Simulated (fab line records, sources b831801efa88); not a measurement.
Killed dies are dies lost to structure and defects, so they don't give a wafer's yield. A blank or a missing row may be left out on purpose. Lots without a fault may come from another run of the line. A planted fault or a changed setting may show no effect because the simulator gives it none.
Which tool did it? | flow gf180mcu | 24 lots, 72 wafers sampled, at 6 steps of a route of 602

WHAT THE GAUGES READ, wafer by wafer
GF_HV_LDD_OVL_MEAS_08. Usual: HV_LDD_OVL -0.1 nm, standard deviation 1.6.
lot  | measured     | on         | HV_LDD_OVL (nm) | flag
L074 | day 10 02:34 | overlay-02 | -2.9 -1.5 -1.9  |
L075 | day 10 08:46 | overlay-01 | -0.1 0.4 0.5    |
L076 | day 10 12:04 | overlay-01 | 1.4 1.5 2.0     |
L077 | day 11 04:25 | overlay-02 | -3.0 -0.2 -0.6  |
L078 | day 11 11:25 | overlay-02 | -1.4 -2.1 -1.8  |
L080 | day 11 17:04 | overlay-02 | 3.0 2.6 1.7     |
L079 | day 11 17:22 | overlay-01 | -1.2 -0.5 0.7   |
L081 | day 12 01:27 | overlay-01 | -1.3 -0.4 -1.7  |
L082 | day 12 13:48 | overlay-02 | -0.9 -2.2 -1.6  |
L083 | day 12 18:30 | overlay-02 | 0.9 1.4 2.1     |
L084 | day 13 02:46 | overlay-01 | -0.1 -0.5 -0.6  |
L085 | day 13 12:10 | overlay-01 | -0.5 0.1 -0.2   |
L087 | day 13 20:54 | overlay-02 | 3.0 1.6 3.7     |
L086 | day 14 02:01 | overlay-01 | 0.5 0.7 -0.8    |
L088 | day 14 05:46 | overlay-01 | -1.2 -1.3 -1.1  |
L089 | day 14 15:10 | overlay-01 | -0.1 -1.5 -1.7  |
L090 | day 14 23:40 | overlay-01 | -2.0 -3.0 -1.4  |
L091 | day 15 05:19 | overlay-02 | 0.2 0.1 0.7     |
L092 | day 15 10:09 | overlay-01 | -1.9 -0.7 -1.6  |
L093 | day 15 18:03 | overlay-01 | 4.1 3.1 1.1     |
L094 | day 16 07:19 | overlay-01 | 0.6 -0.9 -1.5   |
L095 | day 16 11:12 | overlay-02 | 0.4 -0.1 0.5    |
L096 | day 16 14:25 | overlay-01 | -0.9 -0.1 -1.3  |
L097 | day 17 02:49 | overlay-02 | 1.4 2.2 1.8     |

GF_M3_OVL_MEAS_15. Usual: M3_OVL 0 nm, standard deviation 4.6.
lot  | measured     | on         | M3_OVL (nm) | flag
L074 | day 21 09:47 | overlay-01 | -3 0 3      |
L075 | day 21 18:34 | overlay-02 | -3 -3 -3    |
L076 | day 21 22:59 | overlay-01 | 1 -1 1      |
L077 | day 22 18:34 | overlay-02 | 0 -4 -3     |
L078 | day 23 03:14 | overlay-01 | -6 3 -1     |
L080 | day 23 12:24 | overlay-01 | -3 -3 0     |
L079 | day 23 12:32 | overlay-02 | -10 -9 -5   |
L081 | day 23 19:34 | overlay-01 | 6 8 9       |
L082 | day 24 10:35 | overlay-02 | -1 1 -6     |
L083 | day 24 15:25 | overlay-01 | -5 2 -2     |
L084 | day 25 01:44 | overlay-02 | -2 -2 -4    |
L085 | day 25 13:06 | overlay-02 | 2 9 -6      |
L087 | day 25 19:30 | overlay-01 | -3 -3 2     |
L086 | day 26 07:17 | overlay-01 | -5 5 5      |
L088 | day 26 01:21 | overlay-02 | 7 1 1       |
L089 | day 26 13:11 | overlay-02 | 5 -1 -6     |
L090 | day 26 22:59 | overlay-01 | 1 0 7       |
L091 | day 27 02:26 | overlay-01 | -2 -3 0     |
L092 | day 27 09:57 | overlay-01 | -1 -6 -2    |
L093 | day 27 16:46 | overlay-01 | -1 2 12     |
L094 | day 28 06:55 | overlay-01 | 5 -4 1      |
L095 | day 28 07:28 | overlay-01 | -6 0 0      |
L096 | day 28 09:20 | overlay-01 | 14 2 5      |
L097 | day 28 19:06 | overlay-01 | 6 0 5       |

GF_V3_THK_MEAS_01. Usual: V3_CVD_00_THK 602 nm, standard deviation 7.8.
lot  | measured     | on            | V3_CVD_00_THK (nm) | flag
L074 | day 21 10:33 | film_metro-01 | 609 610 601        |
L075 | day 21 19:19 | film_metro-01 | 599 590 602        |
L076 | day 21 23:44 | film_metro-04 | 599 596 606        |
L077 | day 22 19:22 | film_metro-01 | 585 596 578        |
L078 | day 23 04:08 | film_metro-01 | 616 610 608        |
L080 | day 23 13:11 | film_metro-04 | 608 602 610        |
L079 | day 23 13:19 | film_metro-02 | 611 600 605        |
L081 | day 23 20:26 | film_metro-02 | 617 602 617        |
L082 | day 24 11:21 | film_metro-01 | 611 602 605        |
L083 | day 24 16:11 | film_metro-01 | 599 588 601        |
L084 | day 25 02:32 | film_metro-01 | 595 607 591        |
L085 | day 25 13:56 | film_metro-01 | 604 603 604        |
L087 | day 25 20:22 | film_metro-02 | 611 620 609        |
L086 | day 26 08:08 | film_metro-04 | 596 597 589        |
L088 | day 26 02:07 | film_metro-01 | 598 611 599        |
L089 | day 26 14:04 | film_metro-01 | 621 611 621        |
L090 | day 26 23:46 | film_metro-04 | 611 612 610        |
L091 | day 27 03:14 | film_metro-01 | 607 602 601        |
L092 | day 27 10:43 | film_metro-01 | 592 600 596        |
L093 | day 27 17:31 | film_metro-04 | 593 598 595        |
L094 | day 28 07:45 | film_metro-01 | 593 603 599        |
L095 | day 28 08:34 | film_metro-04 | 598 595 606        |
L096 | day 28 10:05 | film_metro-02 | 591 593 596        |
L097 | day 28 19:52 | film_metro-01 | 608 603 599        |

GF_M4_OVL_MEAS_15. Usual: M4_OVL 2 nm, standard deviation 5.6.
lot  | measured     | on         | M4_OVL (nm) | flag
L074 | day 23 11:16 | overlay-02 | -2 5 4      |
L075 | day 23 19:46 | overlay-02 | -2 -8 -3    |
L076 | day 23 22:22 | overlay-02 | 2 7 4       |
L077 | day 24 18:22 | overlay-02 | 4 3 10      |
L078 | day 25 02:13 | overlay-01 | -1 6 8      |
L080 | day 25 11:31 | overlay-01 | 6 -1 3      |
L079 | day 25 11:55 | overlay-01 | -4 4 8      |
L081 | day 25 17:58 | overlay-02 | 4 4 2       |
L082 | day 26 08:21 | overlay-01 | -11 -5 -6   |
L083 | day 26 12:37 | overlay-02 | 2 4 6       |
L084 | day 26 21:43 | overlay-01 | 0 -6 -1     |
L085 | day 27 08:33 | overlay-02 | 1 4 2       |
L087 | day 27 15:38 | overlay-01 | -1 6 1      |
L086 | day 28 02:04 | overlay-01 | 3 4 -3      |
L088 | day 27 20:18 | overlay-01 | 3 -1 6      |
L089 | day 28 08:38 | overlay-01 | 2 3 -2      |
L090 | day 28 16:18 | overlay-01 | 5 13 8      |
L091 | day 28 20:58 | overlay-01 | -2 -3 1     |
L092 | day 29 05:29 | overlay-01 | 9 4 4       |
L093 | day 29 10:49 | overlay-01 | 0 12 7      |
L094 | day 29 23:58 | overlay-02 | 1 13 5      |
L095 | day 30 01:55 | overlay-02 | 2 -8 -1     |
L096 | day 30 03:32 | overlay-01 | -7 -5 -3    |
L097 | day 30 12:29 | overlay-01 | 3 1 3       |

GF_TOP_METAL_OVL_MEAS_15. Usual: TOP_METAL_OVL -0.3 nm, standard deviation 1.1.
lot  | measured     | on         | TOP_METAL_OVL (nm) | flag
L074 | day 28 02:13 | overlay-01 | 0.1 -1.1 -0.2      |
L075 | day 28 10:55 | overlay-01 | -0.5 -2.1 -1.3     |
L076 | day 28 17:30 | overlay-01 | -1.4 1.3 -0.8      |
L077 | day 29 08:46 | overlay-02 | -1.0 0.2 -0.9      |
L078 | day 29 12:17 | overlay-01 | -0.1 -1.1 -1.8     |
L080 | day 29 22:57 | overlay-02 | 0.5 0.8 0.5        |
L079 | day 30 00:26 | overlay-01 | -0.7 -0.1 -0.2     |
L081 | day 30 05:42 | overlay-01 | 2.4 -1.1 -2.0      |
L082 | day 30 17:21 | overlay-01 | 0.5 0.0 0.6        |
L083 | day 30 19:57 | overlay-01 | -1.4 -1.5 -0.7     |
L084 | day 31 02:26 | overlay-02 | 0.0 -0.1 1.2       |
L085 | day 31 16:08 | overlay-01 | 0.4 -0.1 1.5       |
L087 | day 31 19:50 | overlay-02 | 1.9 0.9 0.9        |
L086 | day 32 03:36 | overlay-01 | -1.0 -1.4 -0.3     |
L088 | day 31 21:46 | overlay-02 | -0.2 0.1 -2.2      |
L089 | day 32 11:39 | overlay-01 | 0.4 1.8 -1.3       |
L090 | day 32 16:19 | overlay-02 | -1.2 -0.5 -1.3     |
L091 | day 32 20:07 | overlay-01 | 0.0 -2.7 -0.2      |
L092 | day 33 04:16 | overlay-01 | -0.7 -2.2 -2.1     |
L093 | day 33 08:39 | overlay-01 | -3.3 -0.3 -2.3     |
L094 | day 33 18:28 | overlay-01 | -1.7 -0.7 1.2      |
L095 | day 33 20:00 | overlay-01 | -0.2 0.5 1.0       |
L096 | day 33 21:00 | overlay-02 | -1.6 -1.1 0.3      |
L097 | day 34 06:10 | overlay-02 | -0.3 -0.4 -0.9     |

WHICH TOOL RAN EACH LOT (tool, then ch and the chambers of the sampled wafers, then the start)
lot  | GF_CONTACT_CMP_27
L074 | cmp-01 ch 0,1,3, day 16 04:11
L075 | cmp-01 ch 0,2,3, day 16 13:23
L076 | cmp-02 ch 1,2,3, day 16 16:20
L077 | cmp-02 ch 0,2,3, day 17 12:42
L078 | cmp-01 ch 0,1,3, day 17 20:58
L080 | cmp-02 ch 0,2, day 18 04:39
L079 | cmp-01 ch 0,2,3, day 18 06:32
L081 | cmp-01 ch 0,2, day 18 14:11
L082 | cmp-02 ch 0,2, day 19 05:53
L083 | cmp-01 ch 1,2,3, day 19 12:59
L084 | cmp-01 ch 1,2,3, day 19 23:22
L085 | cmp-02 ch 1,2, day 20 11:14
L087 | cmp-01 ch 0,2,3, day 20 18:32
L086 | cmp-02 ch 0,2,3, day 21 10:02
L088 | cmp-02 ch 0,2,3, day 21 04:19
L089 | cmp-02 ch 2,3, day 21 16:24
L090 | cmp-02 ch 0,2,3, day 22 03:50
L091 | cmp-02 ch 0,1, day 22 06:01
L092 | cmp-01 ch 1,2,3, day 22 13:52
L093 | cmp-01 ch 1,3, day 22 22:29
L094 | cmp-02 ch 1,3, day 23 12:29
L095 | cmp-02 ch 0,1,3, day 23 16:12
L096 | cmp-01 ch 0,2,3, day 23 17:46
L097 | cmp-01 ch 0,1,2, day 24 05:51
- GF_CONTACT_CMP_27: polishes, stops on SiO2, t overpolish 15 s, target thk 0 nm.

WHAT THE TOOLS THEMSELVES READ (means of the sampled wafers that have a number; where no wafer has one, the mark that the record gives instead)
GF_CONTACT_CMP_27. Usual: motor_current_A 11.1 A, standard deviation 1.4; overpolish_run_s 15.000 s, standard deviation 0.0086; time_to_endpoint_s 71 s, standard deviation 4.1.
lot  | tool   | motor_current_A (A) | overpolish_run_s (s) | time_to_endpoint_s (s) | flag
L074 | cmp-01 | 10.7                | 15.000               | 73                     |
L075 | cmp-01 | 10.4                | 15.003               | 72                     |
L076 | cmp-02 | 12.1                | 14.992               | 70                     |
L077 | cmp-02 | 11.0                | 15.000               | 69                     |
L078 | cmp-01 | 10.6                | 15.009               | 74                     |
L080 | cmp-02 | 10.1                | 15.005               | 70                     |
L079 | cmp-01 | 10.6                | 15.007               | 71                     |
L081 | cmp-01 | 9.9                 | 14.992               | 71                     |
L082 | cmp-02 | 10.2                | 14.999               | 65                     |
L083 | cmp-01 | 11.2                | 15.004               | 76                     |
L084 | cmp-01 | 11.1                | 14.994               | 74                     |
L085 | cmp-02 | 11.7                | 15.001               | 72                     |
L087 | cmp-01 | 10.5                | 15.002               | 70                     |
L086 | cmp-02 | 11.1                | 15.002               | 63                     |
L088 | cmp-02 | 11.3                | 15.000               | 64                     |
L089 | cmp-02 | 11.8                | 15.013               | 66                     |
L090 | cmp-02 | 11.1                | 15.000               | 69                     |
L091 | cmp-02 | 10.5                | 14.995               | 69                     |
L092 | cmp-01 | 11.2                | 14.998               | 76                     |
L093 | cmp-01 | 11.3                | 14.999               | 78                     |
L094 | cmp-02 | 12.7                | 14.995               | 71                     |
L095 | cmp-02 | 11.6                | 14.994               | 68                     |
L096 | cmp-01 | 10.8                | 14.996               | 76                     |
L097 | cmp-01 | 10.3                | 14.992               | 72                     |

THE ANSWER, worked out from the rows above alone
Rule: a lot is off if the mean of its wafers that have a number lies more than 3 standard deviations from the usual mean. A lot without any number at a reading at which 4 lots or more have one is off too. The other lots that the step has rows for count as sound. The gauges are gone through in route order, then the tools' own readings, and for those a lot's mean is taken as printed above. The first step at which some lot is off is used, and at that step the reading that is off furthest; a lot without a number counts as furthest.
No lot is off at any reading shown: from this, nothing can be told.

WHAT THE SIMULATOR HAD PUT IN
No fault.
